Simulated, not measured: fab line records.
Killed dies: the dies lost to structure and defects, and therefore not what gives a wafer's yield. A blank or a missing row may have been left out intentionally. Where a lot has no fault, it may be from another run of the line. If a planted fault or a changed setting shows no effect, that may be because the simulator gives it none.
Which tool did it? + flow sky130 + 33 wafers from 11 lots sampled at 3 of the route's 708 steps

## WHAT THE GAUGES SHOWED, per wafer
SKY_METAL5_THK_MEAS_06: measures by xrf.
| lot  | measured     | on            | METAL5_ALCU_THK (nm) |
|------|--------------|---------------|----------------------|
| L675 | day 42 14:52 | film-metro-04 | 1135 1152 1144       |
| L677 | day 43 12:44 | film-metro-03 | 1141 1130 1114       |
| L678 | day 43 14:32 | film-metro-03 | 1153 1142 1147       |
| L683 | day 45 13:05 | film-metro-03 | 1158 1146 1142       |
| L684 | day 45 19:09 | film-metro-01 | 1165 1143 1164       |
| L685 | day 46 03:50 | film-metro-03 | 1156 1129 1125       |
| L686 | day 46 06:50 | film-metro-03 | 1156 1153 1140       |
| L687 | day 46 10:34 | film-metro-04 | 1138 1172 1150       |
| L688 | day 46 15:38 | film-metro-01 | 1176 1138 1144       |
| L690 | day 46 15:49 | film-metro-01 | 1154 1160 1158       |
| L691 | day 47 06:35 | film-metro-01 | 1150 1141 1132       |

## WHAT TOOL EACH LOT RAN ON (gives the tool, then ch and the chambers of the sampled wafers, and finally the start)
| lot  | SKY_VIA3_ETCH_14                   | SKY_METAL5_SPUTTER_03        |
|------|------------------------------------|------------------------------|
| L675 | rie-diel-03 ch 0,3, day 39 09:22   | pvd-sputter-03, day 42 14:41 |
| L677 | rie-diel-03 ch 0,1,2, day 40 08:56 | pvd-sputter-04, day 43 12:23 |
| L678 | rie-diel-03 ch 1,2,3, day 40 11:34 | pvd-sputter-04, day 43 14:20 |
| L683 | rie-diel-04 ch 0,1,3, day 42 12:46 | pvd-sputter-02, day 45 12:54 |
| L684 | rie-diel-04 ch 0,2,3, day 42 18:19 | pvd-sputter-04, day 45 18:56 |
| L685 | rie-diel-03 ch 2,3, day 43 06:08   | pvd-sputter-03, day 46 03:37 |
| L686 | rie-diel-04 ch 0,2,3, day 43 08:13 | pvd-sputter-02, day 46 06:39 |
| L687 | rie-diel-03 ch 1,2,3, day 43 10:43 | pvd-sputter-03, day 46 10:22 |
| L688 | rie-diel-03 ch 0,3, day 43 15:59   | pvd-sputter-03, day 46 15:26 |
| L690 | rie-diel-03 ch 0,2,3, day 43 18:13 | pvd-sputter-02, day 46 15:37 |
| L691 | rie-diel-03 ch 1,2,3, day 44 09:38 | pvd-sputter-04, day 47 06:23 |
- SKY_VIA3_ETCH_14: etches BARC in N2/H2, stops on SiO2, time 45.9 s, target depth 60 nm.
- SKY_METAL5_SPUTTER_03: material Ti, target thk 5 nm, time 3.3 s.

## THE ANSWER, worked out from the rows above alone
Rule: the usual values come from the lots themselves. Put in order of their means at a reading, lots are off if they are a third of the lots or fewer, leave a main group of 4 or more, and stand apart from it by a gap of 3 or more times the standard deviation of the main group's means; of several such gaps the widest counts. Not used: any main group whose means are identical at the precision the tables above print for the reading. A lot without any number at a reading at which 4 lots or more have one is off too. All remaining lots with rows at the step are treated as sound.
Across all readings shown, no lot is off: no conclusion can be drawn from this.

## WHAT THE SIMULATOR HAD PUT IN
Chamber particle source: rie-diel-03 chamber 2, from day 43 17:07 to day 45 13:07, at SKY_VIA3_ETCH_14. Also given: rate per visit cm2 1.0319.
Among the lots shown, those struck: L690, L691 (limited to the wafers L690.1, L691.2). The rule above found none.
